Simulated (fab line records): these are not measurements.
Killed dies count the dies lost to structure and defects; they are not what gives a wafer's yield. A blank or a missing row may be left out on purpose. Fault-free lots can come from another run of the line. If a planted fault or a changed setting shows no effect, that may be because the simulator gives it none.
Commonality check across tools + flow gf180mcu + Sampled: 11 lots, 39 wafers

WHAT PROMPTED THE OPENING
GF_V1_RS_MEAS_24, reading V1_W_RS: flagged on 2 of 11 lots. Fault-free wafers read 0.326 ohm/sq, with a standard deviation of 0.0048.
Rule: a lot gets a flag if all its wafers with a number sit over 4 standard deviations from that mean, or if no wafer of it has a number. The other lots count as sound.

| lot  | measured     | on            | V1_W_RS (ohm/sq), wafer by wafer    | flag    |
|------|--------------|---------------|-------------------------------------|---------|
| L808 | day 18 21:43 | film_metro-02 | 0.329 0.328 0.331                   |         |
| L811 | day 19 15:58 | film_metro-01 | 0.330 0.330 0.329                   |         |
| L812 | day 20 09:30 | film_metro-02 | 0.321 0.321 0.316                   |         |
| L814 | day 20 22:36 | film_metro-01 | 0.321 0.321 0.326                   |         |
| L815 | day 21 04:41 | film_metro-02 | 0.333 0.332 0.329                   |         |
| L819 | day 22 14:20 | film_metro-02 | 0.203 0.204 0.203 0.203 0.204 0.202 | FLAGGED |
| L820 | day 23 05:43 | film_metro-03 | 0.201 0.203 0.203 0.201 0.202 0.202 | FLAGGED |
| L821 | day 23 09:51 | film_metro-01 | 0.325 0.330 0.336                   |         |
| L822 | day 23 18:13 | film_metro-01 | 0.330 0.333 0.328                   |         |
| L829 | day 26 00:14 | film_metro-02 | 0.329 0.334 0.323                   |         |
| L830 | day 26 01:07 | film_metro-02 | 0.320 0.330 0.325                   |         |
The numbers of the flagged lots are 0.203 ohm/sq on average: -0.123 ohm/sq against the usual, or -26 standard deviations.

LOT BY LOT: THE TOOL USED
The record holds 2 process steps before the reading, out of a route of 602 steps. In each cell: the tool, then ch and the chambers that the sampled wafers went through, then the start.
| lot  | flag    | GF_V1_SPUTTER_22             | GF_V1_CVD_23                  |
|------|---------|------------------------------|-------------------------------|
| L808 |         | pvd_sputter-04, day 18 21:34 | cvd_w-02 ch 0,1, day 18 21:36 |
| L811 |         | pvd_sputter-04, day 19 15:48 | cvd_w-02 ch 0,1, day 19 15:50 |
| L812 |         | pvd_sputter-01, day 20 09:21 | cvd_w-01 ch 0,1, day 20 09:23 |
| L814 |         | pvd_sputter-02, day 20 22:27 | cvd_w-01 ch 0,1, day 20 22:29 |
| L815 |         | pvd_sputter-02, day 21 04:31 | cvd_w-01 ch 0,1, day 21 04:34 |
| L819 | FLAGGED | pvd_sputter-02, day 22 14:03 | cvd_w-01 ch 0, day 22 14:07   |
| L820 | FLAGGED | pvd_sputter-01, day 23 05:26 | cvd_w-01 ch 0, day 23 05:31   |
| L821 |         | pvd_sputter-01, day 23 09:41 | cvd_w-02 ch 0,1, day 23 09:43 |
| L822 |         | pvd_sputter-02, day 23 18:00 | cvd_w-02 ch 0,1, day 23 18:05 |
| L829 |         | pvd_sputter-02, day 26 00:03 | cvd_w-01 ch 0,1, day 26 00:05 |
| L830 |         | pvd_sputter-01, day 26 00:57 | cvd_w-01 ch 0,1, day 26 00:59 |
What these steps do:
- GF_V1_SPUTTER_22: material TiN, target thk 10 nm, time 40 s.
- GF_V1_CVD_23: deposits W, target thk 350 nm, time 105.05 s.
- GF_V1_RS_MEAS_24: measures by four-point-probe.

FLAGGED AGAINST TOTAL, ONE TOOL AT A TIME (gauges that did the reading follow at the end)
| step             | tool           | lots run | flagged | share of the flagged lots | sound lots run after its first flagged lot |
|------------------|----------------|----------|---------|---------------------------|--------------------------------------------|
| GF_V1_SPUTTER_22 | pvd_sputter-01 | 4        | 1       | some                      | 2 (L821,L830)                              |
| GF_V1_SPUTTER_22 | pvd_sputter-02 | 5        | 1       | some                      | 2 (L822,L829)                              |
| GF_V1_SPUTTER_22 | pvd_sputter-04 | 2        | 0       | none                      | -                                          |
| GF_V1_CVD_23     | cvd_w-01       | 7        | 2       | all                       | 2 (L829,L830)                              |
| GF_V1_CVD_23     | cvd_w-02       | 4        | 0       | none                      | -                                          |
| GF_V1_RS_MEAS_24 | film_metro-01  | 4        | 0       | none                      | -                                          |
| GF_V1_RS_MEAS_24 | film_metro-02  | 6        | 1       | some                      | 2 (L829,L830)                              |
| GF_V1_RS_MEAS_24 | film_metro-03  | 1        | 1       | some                      | 0                                          |

WHAT THE TABLE ALLOWS
In the table, 1 row covers all flagged lots: cvd_w-01 at GF_V1_CVD_23.
- cvd_w-01 at GF_V1_CVD_23: 2 of its 7 lots flagged. Sound lots followed the first flagged one (L829, L830) on it, something a lasting fault affecting the whole tool could not allow.
Every row of the table either missed a flagged lot or ran a sound lot after the first.

WHAT THE SIMULATOR HAD PUT IN
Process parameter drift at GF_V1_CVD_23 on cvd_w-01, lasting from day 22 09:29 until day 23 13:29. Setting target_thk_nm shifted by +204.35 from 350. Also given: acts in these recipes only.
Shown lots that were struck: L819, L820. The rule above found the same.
